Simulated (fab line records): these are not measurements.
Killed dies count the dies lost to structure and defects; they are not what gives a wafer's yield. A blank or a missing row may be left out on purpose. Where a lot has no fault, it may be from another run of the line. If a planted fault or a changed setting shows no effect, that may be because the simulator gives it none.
Check of tool commonality / flow gf180mcu / Sample size 14 lots and 42 wafers

THE REASON FOR OPENING IT
2 of 14 lots carry a flag on the reading LVPWELL_TW at GF_LVPWELL_TW_MEAS_11. Wafers without a fault read 561.5, standard deviation 2.7.
Rule: a lot gets a flag if all its wafers with a number sit over 4 standard deviations from that mean, or if no wafer of it has a number. As for the other lots, they are considered sound.

lot=L215; measured=day 4 01:25; on=filmMetro-04; LVPWELL_TW, wafer by wafer=554.5 560.3 561.8; flag=
lot=L216; measured=day 4 02:55; on=filmMetro-04; LVPWELL_TW, wafer by wafer=561.4 561.3 558.3; flag=
lot=L217; measured=day 4 08:36; on=filmMetro-03; LVPWELL_TW, wafer by wafer=564.3 565.4 564.9; flag=
lot=L219; measured=day 4 18:12; on=filmMetro-03; LVPWELL_TW, wafer by wafer=562.4 564.9 564.0; flag=
lot=L220; measured=day 4 21:56; on=filmMetro-01; LVPWELL_TW, wafer by wafer=562.0 562.6 561.0; flag=
lot=L222; measured=day 5 20:59; on=filmMetro-01; LVPWELL_TW, wafer by wafer=558.7 560.3 559.6; flag=
lot=L224; measured=day 6 07:03; on=filmMetro-01; LVPWELL_TW, wafer by wafer=558.0 557.0 560.9; flag=
lot=L228; measured=day 7 02:22; on=filmMetro-04; LVPWELL_TW, wafer by wafer=560.9 561.3 562.2; flag=
lot=L232; measured=day 7 17:56; on=filmMetro-01; LVPWELL_TW, wafer by wafer=527.5 522.3 525.8; flag=FLAGGED
lot=L233; measured=day 8 03:13; on=filmMetro-04; LVPWELL_TW, wafer by wafer=524.0 523.1 528.7; flag=FLAGGED
lot=L235; measured=day 8 20:02; on=filmMetro-03; LVPWELL_TW, wafer by wafer=560.6 558.8 559.7; flag=
lot=L236; measured=day 9 03:24; on=filmMetro-04; LVPWELL_TW, wafer by wafer=558.8 560.0 560.4; flag=
lot=L237; measured=day 9 04:29; on=filmMetro-04; LVPWELL_TW, wafer by wafer=558.2 555.2 561.1; flag=
lot=L238; measured=day 9 18:52; on=filmMetro-03; LVPWELL_TW, wafer by wafer=560.5 568.3 564.9; flag=
The numbers of the flagged lots are 525.2 on average: -36.3 against the usual, or -13 standard deviations.

WHICH TOOL RAN EACH LOT
The record holds 1 process step before the reading, out of a route of 602 steps. In each cell: the tool, then ch and the chambers that the sampled wafers went through, then the start.
lot=L215; flag=; GF_LVPWELL_IMPLANT_09=implanter-02 ch 0, day 4 01:11
lot=L216; flag=; GF_LVPWELL_IMPLANT_09=implanter-02 ch 0, day 4 02:40
lot=L217; flag=; GF_LVPWELL_IMPLANT_09=implanter-02 ch 0, day 4 08:21
lot=L219; flag=; GF_LVPWELL_IMPLANT_09=implanter-02 ch 0, day 4 17:58
lot=L220; flag=; GF_LVPWELL_IMPLANT_09=implanter-01 ch 0, day 4 21:43
lot=L222; flag=; GF_LVPWELL_IMPLANT_09=implanter-03 ch 0, day 5 20:44
lot=L224; flag=; GF_LVPWELL_IMPLANT_09=implanter-02 ch 0, day 6 06:49
lot=L228; flag=; GF_LVPWELL_IMPLANT_09=implanter-01 ch 0, day 7 02:07
lot=L232; flag=FLAGGED; GF_LVPWELL_IMPLANT_09=implanter-02, day 7 17:41
lot=L233; flag=FLAGGED; GF_LVPWELL_IMPLANT_09=implanter-02, day 8 02:59
lot=L235; flag=; GF_LVPWELL_IMPLANT_09=implanter-02 ch 0, day 8 19:47
lot=L236; flag=; GF_LVPWELL_IMPLANT_09=implanter-01 ch 0, day 9 03:10
lot=L237; flag=; GF_LVPWELL_IMPLANT_09=implanter-02 ch 0, day 9 04:16
lot=L238; flag=; GF_LVPWELL_IMPLANT_09=implanter-02 ch 0, day 9 18:32
What the steps here do:
- GF_LVPWELL_IMPLANT_09
- GF_LVPWELL_TW_MEAS_11

FLAGGED OVER TOTAL, TOOL BY TOOL (the gauges that took the reading come last)
step=GF_LVPWELL_IMPLANT_09; tool=implanter-01; lots run=3; flagged=0; share of the flagged lots=none; sound lots run after its first flagged lot=-
step=GF_LVPWELL_IMPLANT_09; tool=implanter-02; lots run=10; flagged=2; share of the flagged lots=all; sound lots run after its first flagged lot=3 (L235,L237,L238)
step=GF_LVPWELL_IMPLANT_09; tool=implanter-03; lots run=1; flagged=0; share of the flagged lots=none; sound lots run after its first flagged lot=-
step=GF_LVPWELL_TW_MEAS_11; tool=filmMetro-01; lots run=4; flagged=1; share of the flagged lots=some; sound lots run after its first flagged lot=0
step=GF_LVPWELL_TW_MEAS_11; tool=filmMetro-03; lots run=4; flagged=0; share of the flagged lots=none; sound lots run after its first flagged lot=-
step=GF_LVPWELL_TW_MEAS_11; tool=filmMetro-04; lots run=6; flagged=1; share of the flagged lots=some; sound lots run after its first flagged lot=2 (L236,L237)

WHAT THE TABLE PERMITS
All flagged lots share 1 row of the table, namely implanter-02 at GF_LVPWELL_IMPLANT_09.
- implanter-02 at GF_LVPWELL_IMPLANT_09 ran 10 lots, 2 of them flagged. After the first flagged lot (L235, L237, L238), sound lots still ran on it; a lasting fault on the whole tool would not permit that. On the flagged lots its readings are blank where sound lots have values: beamEnergyKeV, beamOnS, faradayCurrentUA.
There is no row in the table that ran each flagged lot and no sound lot after the first.

WHAT THE SIMULATOR HAD INSERTED
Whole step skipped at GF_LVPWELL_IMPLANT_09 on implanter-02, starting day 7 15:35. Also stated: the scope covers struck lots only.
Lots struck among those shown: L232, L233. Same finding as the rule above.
